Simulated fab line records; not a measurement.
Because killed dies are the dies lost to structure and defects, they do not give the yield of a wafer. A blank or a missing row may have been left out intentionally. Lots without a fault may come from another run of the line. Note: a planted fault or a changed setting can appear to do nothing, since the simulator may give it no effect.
Which tool is to blame? | flow sky130 | 6 lots, 18 wafers sampled, at 1 step of a route of 708

WHAT THE GAUGES READ, wafer by wafer
SKY_LDD_HVN_TW_MEAS_10.
lot  | measured     | on            | LDD_HVN_TW
L493 | day 21 03:37 | film metro-03 | 1452 1457 1450
L496 | day 22 05:01 | film metro-01 | 1434 1438 1439
L499 | day 22 23:58 | film metro-01 | 1431 1443 1443
L501 | day 23 23:58 | film metro-03 | 1457 1445 1448
L509 | day 26 13:25 | film metro-01 | 1449 1441 1446
L514 | day 28 16:29 | film metro-01 | 1443 1444 1433

TOOL THAT RAN EACH LOT (tool first, then ch and the chambers of the sampled wafers, then the start)
No process step before these readings appears in the record.

THE ANSWER, worked out from the rows above alone
Rule: the lots themselves supply what counts as usual. The widest of any qualifying gaps counts: lots, ordered by their means at a reading, are off when they make up no more than a third of the lots, leave a main group of 4 or more, and stand apart from it by 3 or more times the standard deviation of that group's means. The tables above print the reading to a certain number of digits; a main group whose means all agree to those digits is not used. A lot without any number at a reading at which 4 lots or more have one is off too. Where the step has rows for the other lots, those lots are counted as sound.
Across all readings shown, no lot is off: no conclusion can be drawn from this.

WHAT WAS PUT IN BY THE SIMULATOR
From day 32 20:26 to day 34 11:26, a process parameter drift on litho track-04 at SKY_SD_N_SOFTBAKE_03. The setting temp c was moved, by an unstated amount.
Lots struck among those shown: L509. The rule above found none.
